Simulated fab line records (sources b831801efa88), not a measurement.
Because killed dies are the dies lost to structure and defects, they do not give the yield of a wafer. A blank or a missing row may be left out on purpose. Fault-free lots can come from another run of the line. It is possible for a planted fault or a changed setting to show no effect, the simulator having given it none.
fab line records / flow gf180mcu
record lots=13 wafers=39 last_day=34
route steps=602 shown M2@377 V2@404 M3@423
lots with no fault: from the same line, run without faults
start_h: hours from the record's opening day to when the first of the lot's shown wafers began / wait_h: how many hours have passed since the lot's step before this one / " the same as in the row above / L1.1+2: a single row standing in for several wafers / - no value present, or no start provided / * or withheld: withheld / < > ~ a bound
route shown NAME@n: a module of which the file shows steps, and the number in the route of the first / usual: mean/standard deviation of fault-free wafers / same: alike in all rows / chamber/n: place in a boat / sites: readings site by site / _std_site: the standard deviation of these / _edge_site: mean of outer sites minus mean of inner sites / radius_mm: how far each site lies from the wafer's centre / mask NAME#n: copy n / behind: the most recent tool/chamber to have shaped the wafer / hold: why the lot went on hold/how many hours it stayed there/how the hold came to an end / device: the transistor (n, p or np) that didn't switch / end of line: tests of these same wafers at the route's end / a step with no rows: only its recipe / killed: the dies lost at the first sort to structure and to defects; this is not the yield of the wafer / map: shows each die of a wafer: x if killed, . if not, _ if none is there
set.NAME: setting as actually run; set.NAME@STEP: the setting as run at that earlier step / model.NAME: the simulator's own value behind a step, which no gauge read
one table for each step of the route and one row for each wafer, over a sample of lots
services: a tool's chamber out of use, with start hour (start_h, from the record's first day; less than 0 if before it), hours out, and reason
## steps
# step GF_M2_OVL_MEAS_15
# usual M2_OVL=2/5.6
lot.wafer=L537.1 tool=overlay-02 chamber=- start_h=434.69 wait_h=0.1 M2_OVL[nm]=1
lot.wafer=L537.2 tool=overlay-02 chamber=- start_h=434.69 wait_h=0.1 M2_OVL[nm]=9
lot.wafer=L537.6 tool=overlay-02 chamber=- start_h=434.69 wait_h=0.1 M2_OVL[nm]=7
lot.wafer=L538.4 tool=overlay-01 chamber=- start_h=439.11 wait_h=0.1 M2_OVL[nm]=10
lot.wafer=L538.5 tool=overlay-01 chamber=- start_h=439.11 wait_h=0.1 M2_OVL[nm]=4
lot.wafer=L538.6 tool=overlay-01 chamber=- start_h=439.11 wait_h=0.1 M2_OVL[nm]=10
lot.wafer=L539.1 tool=overlay-01 chamber=- start_h=456.37 wait_h=0.1 M2_OVL[nm]=1
lot.wafer=L539.2 tool=overlay-01 chamber=- start_h=456.37 wait_h=0.1 M2_OVL[nm]=-5
lot.wafer=L539.5 tool=overlay-01 chamber=- start_h=456.37 wait_h=0.1 M2_OVL[nm]=1
lot.wafer=L540.1 tool=overlay-02 chamber=- start_h=466.71 wait_h=0.1 M2_OVL[nm]=9
lot.wafer=L540.4 tool=overlay-02 chamber=- start_h=466.71 wait_h=0.1 M2_OVL[nm]=5
lot.wafer=L540.6 tool=overlay-02 chamber=- start_h=466.71 wait_h=0.1 M2_OVL[nm]=3
lot.wafer=L541.2 tool=overlay-01 chamber=- start_h=471.22 wait_h=0.1 M2_OVL[nm]=-1
lot.wafer=L541.5 tool=overlay-01 chamber=- start_h=471.22 wait_h=0.1 M2_OVL[nm]=-1
lot.wafer=L541.6 tool=overlay-01 chamber=- start_h=471.22 wait_h=0.1 M2_OVL[nm]=-11
lot.wafer=L542.2 tool=overlay-01 chamber=- start_h=482.65 wait_h=0.1 M2_OVL[nm]=8
lot.wafer=L542.3 tool=overlay-01 chamber=- start_h=482.65 wait_h=0.1 M2_OVL[nm]=1
lot.wafer=L542.5 tool=overlay-01 chamber=- start_h=482.65 wait_h=0.1 M2_OVL[nm]=4
lot.wafer=L544.3 tool=overlay-02 chamber=- start_h=501.25 wait_h=0.1 M2_OVL[nm]=0
lot.wafer=L544.4 tool=overlay-02 chamber=- start_h=501.25 wait_h=0.1 M2_OVL[nm]=2
lot.wafer=L544.5 tool=overlay-02 chamber=- start_h=501.25 wait_h=0.1 M2_OVL[nm]=2
lot.wafer=L545.1 tool=overlay-02 chamber=- start_h=513.89 wait_h=0.1 M2_OVL[nm]=7
lot.wafer=L545.3 tool=overlay-02 chamber=- start_h=513.89 wait_h=0.1 M2_OVL[nm]=-1
lot.wafer=L545.4 tool=overlay-02 chamber=- start_h=513.89 wait_h=0.1 M2_OVL[nm]=1
lot.wafer=L546.3 tool=overlay-01 chamber=- start_h=525.52 wait_h=0.1 M2_OVL[nm]=7
lot.wafer=L546.4 tool=overlay-01 chamber=- start_h=525.52 wait_h=0.1 M2_OVL[nm]=-4
lot.wafer=L546.6 tool=overlay-01 chamber=- start_h=525.52 wait_h=0.1 M2_OVL[nm]=-7
lot.wafer=L549.2 tool=overlay-02 chamber=- start_h=547.74 wait_h=0.1 M2_OVL[nm]=-6
lot.wafer=L549.3 tool=overlay-02 chamber=- start_h=547.74 wait_h=0.1 M2_OVL[nm]=6
lot.wafer=L549.4 tool=overlay-02 chamber=- start_h=547.74 wait_h=0.1 M2_OVL[nm]=1
lot.wafer=L550.1 tool=overlay-02 chamber=- start_h=551.77 wait_h=0.1 M2_OVL[nm]=-2
lot.wafer=L550.2 tool=overlay-02 chamber=- start_h=551.77 wait_h=0.1 M2_OVL[nm]=4
lot.wafer=L550.6 tool=overlay-02 chamber=- start_h=551.77 wait_h=0.1 M2_OVL[nm]=-2
lot.wafer=L559.2 tool=overlay-02 chamber=- start_h=620.82 wait_h=0.1 M2_OVL[nm]=7
lot.wafer=L559.4 tool=overlay-02 chamber=- start_h=620.82 wait_h=0.1 M2_OVL[nm]=5
lot.wafer=L559.5 tool=overlay-02 chamber=- start_h=620.82 wait_h=0.1 M2_OVL[nm]=9
lot.wafer=L560.1 tool=overlay-02 chamber=- start_h=625.71 wait_h=0.1 M2_OVL[nm]=-3
lot.wafer=L560.4 tool=overlay-02 chamber=- start_h=625.71 wait_h=0.1 M2_OVL[nm]=-3
lot.wafer=L560.5 tool=overlay-02 chamber=- start_h=625.71 wait_h=0.1 M2_OVL[nm]=-10
# step GF_V2_SPUTTER_22
# recipe material=TiN target_thk_nm=10 chamber_pressure_pa=5 power_w=4000 time_s=40
# usual throttle_valve_pct=30.7/0.66
lot.wafer=L537.1 tool=pvd_sputter-03 chamber=- start_h=461.64 wait_h=0.0 throttle_valve_pct=30.4
lot.wafer=L537.2 tool=pvd_sputter-03 chamber=- start_h=461.64 wait_h=0.0 throttle_valve_pct=30.5
lot.wafer=L537.6 tool=pvd_sputter-03 chamber=- start_h=461.64 wait_h=0.0 throttle_valve_pct=31.4
lot.wafer=L538.4 tool=pvd_sputter-04 chamber=- start_h=465.51 wait_h=0.0 throttle_valve_pct=30.6
lot.wafer=L538.5 tool=pvd_sputter-04 chamber=- start_h=465.51 wait_h=0.0 throttle_valve_pct=31.8
lot.wafer=L538.6 tool=pvd_sputter-04 chamber=- start_h=465.51 wait_h=0.0 throttle_valve_pct=30.6
lot.wafer=L539.1 tool=pvd_sputter-03 chamber=- start_h=482.33 wait_h=0.0 throttle_valve_pct=30.4
lot.wafer=L539.2 tool=pvd_sputter-03 chamber=- start_h=482.33 wait_h=0.0 throttle_valve_pct=31.2
lot.wafer=L539.5 tool=pvd_sputter-03 chamber=- start_h=482.33 wait_h=0.0 throttle_valve_pct=31.5
lot.wafer=L540.1 tool=pvd_sputter-03 chamber=- start_h=493.45 wait_h=0.0 throttle_valve_pct=31.0
lot.wafer=L540.4 tool=pvd_sputter-03 chamber=- start_h=493.45 wait_h=0.0 throttle_valve_pct=30.0
lot.wafer=L540.6 tool=pvd_sputter-03 chamber=- start_h=493.45 wait_h=0.0 throttle_valve_pct=30.4
lot.wafer=L541.2 tool=pvd_sputter-03 chamber=- start_h=497.27 wait_h=0.0 throttle_valve_pct=30.3
lot.wafer=L541.5 tool=pvd_sputter-03 chamber=- start_h=497.27 wait_h=0.0 throttle_valve_pct=30.3
lot.wafer=L541.6 tool=pvd_sputter-03 chamber=- start_h=497.27 wait_h=0.0 throttle_valve_pct=31.6
lot.wafer=L542.2 tool=pvd_sputter-02 chamber=- start_h=508.39 wait_h=0.0 throttle_valve_pct=31.0
lot.wafer=L542.3 tool=pvd_sputter-02 chamber=- start_h=508.39 wait_h=0.0 throttle_valve_pct=30.4
lot.wafer=L542.5 tool=pvd_sputter-02 chamber=- start_h=508.39 wait_h=0.0 throttle_valve_pct=29.3
lot.wafer=L544.3 tool=pvd_sputter-04 chamber=- start_h=526.64 wait_h=0.0 throttle_valve_pct=30.9
lot.wafer=L544.4 tool=pvd_sputter-04 chamber=- start_h=526.64 wait_h=0.0 throttle_valve_pct=31.5
lot.wafer=L544.5 tool=pvd_sputter-04 chamber=- start_h=526.64 wait_h=0.0 throttle_valve_pct=30.7
lot.wafer=L545.1 tool=pvd_sputter-03 chamber=- start_h=539.15 wait_h=0.0 throttle_valve_pct=31.0
lot.wafer=L545.3 tool=pvd_sputter-03 chamber=- start_h=539.15 wait_h=0.0 throttle_valve_pct=30.2
lot.wafer=L545.4 tool=pvd_sputter-03 chamber=- start_h=539.15 wait_h=0.0 throttle_valve_pct=31.7
lot.wafer=L546.3 tool=pvd_sputter-04 chamber=- start_h=550.32 wait_h=0.0 throttle_valve_pct=29.9
lot.wafer=L546.4 tool=pvd_sputter-04 chamber=- start_h=550.32 wait_h=0.0 throttle_valve_pct=31.2
lot.wafer=L546.6 tool=pvd_sputter-04 chamber=- start_h=550.32 wait_h=0.0 throttle_valve_pct=30.6
lot.wafer=L549.2 tool=pvd_sputter-02 chamber=- start_h=572.63 wait_h=0.0 throttle_valve_pct=30.5
lot.wafer=L549.3 tool=pvd_sputter-02 chamber=- start_h=572.63 wait_h=0.0 throttle_valve_pct=29.4
lot.wafer=L549.4 tool=pvd_sputter-02 chamber=- start_h=572.63 wait_h=0.0 throttle_valve_pct=30.7
lot.wafer=L550.1 tool=pvd_sputter-02 chamber=- start_h=576.89 wait_h=0.0 throttle_valve_pct=30.9
lot.wafer=L550.2 tool=pvd_sputter-02 chamber=- start_h=576.89 wait_h=0.0 throttle_valve_pct=30.4
lot.wafer=L550.6 tool=pvd_sputter-02 chamber=- start_h=576.89 wait_h=0.0 throttle_valve_pct=30.8
lot.wafer=L559.2 tool=pvd_sputter-02 chamber=- start_h=642.72 wait_h=0.0 throttle_valve_pct=30.3
lot.wafer=L559.4 tool=pvd_sputter-02 chamber=- start_h=642.72 wait_h=0.0 throttle_valve_pct=31.0
lot.wafer=L559.5 tool=pvd_sputter-02 chamber=- start_h=642.72 wait_h=0.0 throttle_valve_pct=30.2
lot.wafer=L560.1 tool=pvd_sputter-03 chamber=- start_h=648.49 wait_h=0.0 throttle_valve_pct=30.9
lot.wafer=L560.4 tool=pvd_sputter-03 chamber=- start_h=648.49 wait_h=0.0 throttle_valve_pct=30.5
lot.wafer=L560.5 tool=pvd_sputter-03 chamber=- start_h=648.49 wait_h=0.0 throttle_valve_pct=30.1
# step GF_V2_CVD_23
# recipe material=W target_thk_nm=350 time_s=104.94 temp_c=400 pressure_torr=40
# usual heater_power_w=827/110
lot.wafer=L537.1 tool=cvd_w-02 chamber=1 start_h=461.68 wait_h=0.0 heater_power_w=837
lot.wafer=L537.2 tool=cvd_w-02 chamber=0 start_h=461.68 wait_h=0.0 heater_power_w=674
lot.wafer=L537.6 tool=cvd_w-02 chamber=1 start_h=461.68 wait_h=0.0 heater_power_w=843
lot.wafer=L538.4 tool=cvd_w-01 chamber=1 start_h=465.59 wait_h=0.1 heater_power_w=841
lot.wafer=L538.5 tool=cvd_w-01 chamber=1 start_h=465.59 wait_h=0.1 heater_power_w=838
lot.wafer=L538.6 tool=cvd_w-01 chamber=0 start_h=465.59 wait_h=0.1 heater_power_w=971
lot.wafer=L539.1 tool=cvd_w-02 chamber=1 start_h=482.37 wait_h=0.0 heater_power_w=859
lot.wafer=L539.2 tool=cvd_w-02 chamber=0 start_h=482.37 wait_h=0.0 heater_power_w=687
lot.wafer=L539.5 tool=cvd_w-02 chamber=1 start_h=482.37 wait_h=0.0 heater_power_w=829
lot.wafer=L540.1 tool=cvd_w-01 chamber=0 start_h=493.49 wait_h=0.0 heater_power_w=959
lot.wafer=L540.4 tool=cvd_w-01 chamber=1 start_h=493.49 wait_h=0.0 heater_power_w=831
lot.wafer=L540.6 tool=cvd_w-01 chamber=1 start_h=493.49 wait_h=0.0 heater_power_w=850
lot.wafer=L541.2 tool=cvd_w-01 chamber=0 start_h=497.31 wait_h=0.0 heater_power_w=972
lot.wafer=L541.5 tool=cvd_w-01 chamber=1 start_h=497.31 wait_h=0.0 heater_power_w=828
lot.wafer=L541.6 tool=cvd_w-01 chamber=0 start_h=497.31 wait_h=0.0 heater_power_w=985
lot.wafer=L542.2 tool=cvd_w-02 chamber=0 start_h=508.43 wait_h=0.0 heater_power_w=666
lot.wafer=L542.3 tool=cvd_w-02 chamber=1 start_h=508.43 wait_h=0.0 heater_power_w=844
lot.wafer=L542.5 tool=cvd_w-02 chamber=0 start_h=508.43 wait_h=0.0 heater_power_w=688
lot.wafer=L544.3 tool=cvd_w-01 chamber=1 start_h=526.72 wait_h=0.1 heater_power_w=838
lot.wafer=L544.4 tool=cvd_w-01 chamber=0 start_h=526.72 wait_h=0.1 heater_power_w=985
lot.wafer=L544.5 tool=cvd_w-01 chamber=0 start_h=526.72 wait_h=0.1 heater_power_w=968
lot.wafer=L545.1 tool=cvd_w-02 chamber=0 start_h=539.19 wait_h=0.0 heater_power_w=664
lot.wafer=L545.3 tool=cvd_w-02 chamber=0 start_h=539.19 wait_h=0.0 heater_power_w=665
lot.wafer=L545.4 tool=cvd_w-02 chamber=1 start_h=539.19 wait_h=0.0 heater_power_w=860
lot.wafer=L546.3 tool=cvd_w-01 chamber=1 start_h=550.40 wait_h=0.1 heater_power_w=849
lot.wafer=L546.4 tool=cvd_w-01 chamber=0 start_h=550.40 wait_h=0.1 heater_power_w=1006
lot.wafer=L546.6 tool=cvd_w-01 chamber=0 start_h=550.40 wait_h=0.1 heater_power_w=971
lot.wafer=L549.2 tool=cvd_w-02 chamber=0 start_h=572.67 wait_h=0.0 heater_power_w=680
lot.wafer=L549.3 tool=cvd_w-02 chamber=1 start_h=572.67 wait_h=0.0 heater_power_w=859
lot.wafer=L549.4 tool=cvd_w-02 chamber=0 start_h=572.67 wait_h=0.0 heater_power_w=665
lot.wafer=L550.1 tool=cvd_w-02 chamber=1 start_h=576.93 wait_h=0.0 heater_power_w=858
lot.wafer=L550.2 tool=cvd_w-02 chamber=0 start_h=576.93 wait_h=0.0 heater_power_w=667
lot.wafer=L550.6 tool=cvd_w-02 chamber=0 start_h=576.93 wait_h=0.0 heater_power_w=679
lot.wafer=L559.2 tool=cvd_w-02 chamber=0 start_h=642.76 wait_h=0.0 heater_power_w=682
lot.wafer=L559.4 tool=cvd_w-02 chamber=1 start_h=642.76 wait_h=0.0 heater_power_w=852
lot.wafer=L559.5 tool=cvd_w-02 chamber=1 start_h=642.76 wait_h=0.0 heater_power_w=876
lot.wafer=L560.1 tool=cvd_w-01 chamber=0 start_h=648.53 wait_h=0.0 heater_power_w=961
lot.wafer=L560.4 tool=cvd_w-01 chamber=0 start_h=648.53 wait_h=0.0 heater_power_w=985
lot.wafer=L560.5 tool=cvd_w-01 chamber=1 start_h=648.53 wait_h=0.0 heater_power_w=869
# step GF_V2_RS_MEAS_24
# recipe thk_meas_gauge=four-point-probe reads=W_of_V2_CVD_23+TiN_of_V2_SPUTTER_22+Ti_of_V2_SPUTTER_21
# usual V2_W_RS=0.328/0.0037
lot.wafer=L537.1 tool=film_metro-02 chamber=- start_h=461.79 wait_h=0.1 V2_W_RS[ohm/sq]=0.327
lot.wafer=L537.2 tool=film_metro-02 chamber=- start_h=461.79 wait_h=0.1 V2_W_RS[ohm/sq]=0.321
lot.wafer=L537.6 tool=film_metro-02 chamber=- start_h=461.79 wait_h=0.1 V2_W_RS[ohm/sq]=0.325
lot.wafer=L538.4 tool=film_metro-03 chamber=- start_h=465.72 wait_h=0.1 V2_W_RS[ohm/sq]=0.325
lot.wafer=L538.5 tool=film_metro-03 chamber=- start_h=465.72 wait_h=0.1 V2_W_RS[ohm/sq]=0.326
lot.wafer=L538.6 tool=film_metro-03 chamber=- start_h=465.72 wait_h=0.1 V2_W_RS[ohm/sq]=0.323
lot.wafer=L539.1 tool=film_metro-03 chamber=- start_h=482.48 wait_h=0.1 V2_W_RS[ohm/sq]=0.324
lot.wafer=L539.2 tool=film_metro-03 chamber=- start_h=482.48 wait_h=0.1 V2_W_RS[ohm/sq]=0.322
lot.wafer=L539.5 tool=film_metro-03 chamber=- start_h=482.48 wait_h=0.1 V2_W_RS[ohm/sq]=0.322
lot.wafer=L540.1 tool=film_metro-02 chamber=- start_h=493.64 wait_h=0.1 V2_W_RS[ohm/sq]=0.326
lot.wafer=L540.4 tool=film_metro-02 chamber=- start_h=493.64 wait_h=0.1 V2_W_RS[ohm/sq]=0.329
lot.wafer=L540.6 tool=film_metro-02 chamber=- start_h=493.64 wait_h=0.1 V2_W_RS[ohm/sq]=0.333
lot.wafer=L541.2 tool=film_metro-03 chamber=- start_h=497.44 wait_h=0.1 V2_W_RS[ohm/sq]=0.326
lot.wafer=L541.5 tool=film_metro-03 chamber=- start_h=497.44 wait_h=0.1 V2_W_RS[ohm/sq]=0.328
lot.wafer=L541.6 tool=film_metro-03 chamber=- start_h=497.44 wait_h=0.1 V2_W_RS[ohm/sq]=0.331
lot.wafer=L542.2 tool=film_metro-04 chamber=- start_h=508.56 wait_h=0.1 V2_W_RS[ohm/sq]=0.327
lot.wafer=L542.3 tool=film_metro-04 chamber=- start_h=508.56 wait_h=0.1 V2_W_RS[ohm/sq]=0.326
lot.wafer=L542.5 tool=film_metro-04 chamber=- start_h=508.56 wait_h=0.1 V2_W_RS[ohm/sq]=0.329
lot.wafer=L544.3 tool=film_metro-04 chamber=- start_h=526.83 wait_h=0.1 V2_W_RS[ohm/sq]=0.328
lot.wafer=L544.4 tool=film_metro-04 chamber=- start_h=526.83 wait_h=0.1 V2_W_RS[ohm/sq]=0.331
lot.wafer=L544.5 tool=film_metro-04 chamber=- start_h=526.83 wait_h=0.1 V2_W_RS[ohm/sq]=0.327
lot.wafer=L545.1 tool=film_metro-03 chamber=- start_h=539.30 wait_h=0.1 V2_W_RS[ohm/sq]=0.328
lot.wafer=L545.3 tool=film_metro-03 chamber=- start_h=539.30 wait_h=0.1 V2_W_RS[ohm/sq]=0.330
lot.wafer=L545.4 tool=film_metro-03 chamber=- start_h=539.30 wait_h=0.1 V2_W_RS[ohm/sq]=0.323
lot.wafer=L546.3 tool=film_metro-02 chamber=- start_h=550.51 wait_h=0.1 V2_W_RS[ohm/sq]=0.328
lot.wafer=L546.4 tool=film_metro-02 chamber=- start_h=550.51 wait_h=0.1 V2_W_RS[ohm/sq]=0.324
lot.wafer=L546.6 tool=film_metro-02 chamber=- start_h=550.51 wait_h=0.1 V2_W_RS[ohm/sq]=0.326
lot.wafer=L549.2 tool=film_metro-02 chamber=- start_h=572.80 wait_h=0.1 V2_W_RS[ohm/sq]=0.336
lot.wafer=L549.3 tool=film_metro-02 chamber=- start_h=572.80 wait_h=0.1 V2_W_RS[ohm/sq]=0.328
lot.wafer=L549.4 tool=film_metro-02 chamber=- start_h=572.80 wait_h=0.1 V2_W_RS[ohm/sq]=0.336
lot.wafer=L550.1 tool=film_metro-04 chamber=- start_h=577.04 wait_h=0.1 V2_W_RS[ohm/sq]=0.320
lot.wafer=L550.2 tool=film_metro-04 chamber=- start_h=577.04 wait_h=0.1 V2_W_RS[ohm/sq]=0.329
lot.wafer=L550.6 tool=film_metro-04 chamber=- start_h=577.04 wait_h=0.1 V2_W_RS[ohm/sq]=0.327
lot.wafer=L559.2 tool=film_metro-02 chamber=- start_h=642.89 wait_h=0.1 V2_W_RS[ohm/sq]=0.332
lot.wafer=L559.4 tool=film_metro-02 chamber=- start_h=642.89 wait_h=0.1 V2_W_RS[ohm/sq]=0.333
lot.wafer=L559.5 tool=film_metro-02 chamber=- start_h=642.89 wait_h=0.1 V2_W_RS[ohm/sq]=0.331
lot.wafer=L560.1 tool=film_metro-04 chamber=- start_h=648.64 wait_h=0.1 V2_W_RS[ohm/sq]=0.315
lot.wafer=L560.4 tool=film_metro-04 chamber=- start_h=648.64 wait_h=0.1 V2_W_RS[ohm/sq]=0.315
lot.wafer=L560.5 tool=film_metro-04 chamber=- start_h=648.64 wait_h=0.1 V2_W_RS[ohm/sq]=0.325
# step GF_M3_CD_MEAS_14
# recipe target_cd_nm=280
# usual cd_nm=280.1/1.1
lot.wafer=L537.1 tool=cd_sem-01 chamber=- start_h=486.72 wait_h=0.1 cd_nm=282.7
lot.wafer=L537.2 tool=cd_sem-01 chamber=- start_h=486.72 wait_h=0.1 cd_nm=283.3
lot.wafer=L537.6 tool=cd_sem-01 chamber=- start_h=486.72 wait_h=0.1 cd_nm=281.7
lot.wafer=L538.4 tool=cd_sem-02 chamber=- start_h=489.82 wait_h=0.1 cd_nm=281.4
lot.wafer=L538.5 tool=cd_sem-02 chamber=- start_h=489.82 wait_h=0.1 cd_nm=279.4
lot.wafer=L538.6 tool=cd_sem-02 chamber=- start_h=489.82 wait_h=0.1 cd_nm=281.2
lot.wafer=L539.1 tool=cd_sem-02 chamber=- start_h=506.97 wait_h=0.1 cd_nm=279.6
lot.wafer=L539.2 tool=cd_sem-02 chamber=- start_h=506.97 wait_h=0.1 cd_nm=279.7
lot.wafer=L539.5 tool=cd_sem-02 chamber=- start_h=506.97 wait_h=0.1 cd_nm=280.1
lot.wafer=L540.1 tool=cd_sem-01 chamber=- start_h=517.84 wait_h=0.1 cd_nm=279.5
lot.wafer=L540.4 tool=cd_sem-01 chamber=- start_h=517.84 wait_h=0.1 cd_nm=278.7
lot.wafer=L540.6 tool=cd_sem-01 chamber=- start_h=517.84 wait_h=0.1 cd_nm=279.6
lot.wafer=L541.2 tool=cd_sem-02 chamber=- start_h=521.31 wait_h=0.1 cd_nm=278.6
lot.wafer=L541.5 tool=cd_sem-02 chamber=- start_h=521.31 wait_h=0.1 cd_nm=279.0
lot.wafer=L541.6 tool=cd_sem-02 chamber=- start_h=521.31 wait_h=0.1 cd_nm=277.7
lot.wafer=L542.2 tool=cd_sem-02 chamber=- start_h=532.54 wait_h=0.1 cd_nm=280.0
lot.wafer=L542.3 tool=cd_sem-02 chamber=- start_h=532.54 wait_h=0.1 cd_nm=278.7
lot.wafer=L542.5 tool=cd_sem-02 chamber=- start_h=532.54 wait_h=0.1 cd_nm=281.1
lot.wafer=L544.3 tool=cd_sem-01 chamber=- start_h=550.06 wait_h=0.1 cd_nm=279.9
lot.wafer=L544.4 tool=cd_sem-01 chamber=- start_h=550.06 wait_h=0.1 cd_nm=279.3
lot.wafer=L544.5 tool=cd_sem-01 chamber=- start_h=550.06 wait_h=0.1 cd_nm=280.8
lot.wafer=L545.1 tool=cd_sem-02 chamber=- start_h=562.09 wait_h=0.1 cd_nm=281.1
lot.wafer=L545.3 tool=cd_sem-02 chamber=- start_h=562.09 wait_h=0.1 cd_nm=281.0
lot.wafer=L545.4 tool=cd_sem-02 chamber=- start_h=562.09 wait_h=0.1 cd_nm=280.9
lot.wafer=L546.3 tool=cd_sem-02 chamber=- start_h=573.50 wait_h=0.1 cd_nm=279.2
lot.wafer=L546.4 tool=cd_sem-02 chamber=- start_h=573.50 wait_h=0.1 cd_nm=281.3
lot.wafer=L546.6 tool=cd_sem-02 chamber=- start_h=573.50 wait_h=0.1 cd_nm=279.4
lot.wafer=L549.2 tool=cd_sem-02 chamber=- start_h=594.36 wait_h=0.1 cd_nm=279.3
lot.wafer=L549.3 tool=cd_sem-02 chamber=- start_h=594.36 wait_h=0.1 cd_nm=279.6
lot.wafer=L549.4 tool=cd_sem-02 chamber=- start_h=594.36 wait_h=0.1 cd_nm=279.8
lot.wafer=L550.1 tool=cd_sem-01 chamber=- start_h=598.87 wait_h=0.1 cd_nm=282.2
lot.wafer=L550.2 tool=cd_sem-01 chamber=- start_h=598.87 wait_h=0.1 cd_nm=280.9
lot.wafer=L550.6 tool=cd_sem-01 chamber=- start_h=598.87 wait_h=0.1 cd_nm=280.8
lot.wafer=L559.2 tool=cd_sem-01 chamber=- start_h=663.71 wait_h=0.1 cd_nm=280.3
lot.wafer=L559.4 tool=cd_sem-01 chamber=- start_h=663.71 wait_h=0.1 cd_nm=279.0
lot.wafer=L559.5 tool=cd_sem-01 chamber=- start_h=663.71 wait_h=0.1 cd_nm=280.1
lot.wafer=L560.1 tool=cd_sem-01 chamber=- start_h=668.36 wait_h=0.1 cd_nm=279.7
lot.wafer=L560.4 tool=cd_sem-01 chamber=- start_h=668.36 wait_h=0.1 cd_nm=280.8
lot.wafer=L560.5 tool=cd_sem-01 chamber=- start_h=668.36 wait_h=0.1 cd_nm=278.7
## services
tool=pvd_sputter-03 chamber=- start_h=472.35 hours=2.2 kind=repair
tool=pvd_sputter-02 chamber=- start_h=481.43 hours=16.1 kind=repair
tool=pvd_sputter-03 chamber=1 start_h=553.87 hours=- kind=consumable_replace:kit
tool=pvd_sputter-03 chamber=1 start_h=553.87 hours=18.0 kind=scheduled_down
tool=pvd_sputter-03 chamber=1 start_h=553.87 hours=18.0 kind=vent_cycle
tool=cvd_w-02 chamber=- start_h=558.07 hours=2.9 kind=repair
tool=cvd_w-01 chamber=- start_h=567.38 hours=0.6 kind=repair
tool=pvd_sputter-03 chamber=- start_h=570.11 hours=1.8 kind=repair
tool=pvd_sputter-03 chamber=- start_h=572.90 hours=6.7 kind=repair
tool=cvd_w-02 chamber=1 start_h=599.77 hours=3.7 kind=repair
tool=pvd_sputter-04 chamber=2 start_h=622.11 hours=- kind=consumable_replace:kit
tool=pvd_sputter-04 chamber=2 start_h=622.11 hours=18.0 kind=scheduled_down
tool=pvd_sputter-04 chamber=2 start_h=622.11 hours=18.0 kind=vent_cycle
tool=pvd_sputter-02 chamber=- start_h=639.70 hours=2.3 kind=repair
## key
first_sign step=GF_V2_RS_MEAS_24 reading=V2_W_RS direction=down sigmas=2.5 usual=0.328 struck=0.318
effect none on later readings
met_at GF_V2_CVD_23
struck_lots L560
not_acting_at GF_M2_OVL_MEAS_15,GF_V2_SPUTTER_22,GF_M3_CD_MEAS_14
onset_between 550.40 648.53
also_fits time
fault kind=process_parameter_drift tool=cvd_w-01 chamber=- onset_h=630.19 steps=GF_V2_CVD_23 channel=target_thk_nm offset=9.6494 shape=step end_h=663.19 acts_in=these_recipes_only stated=350
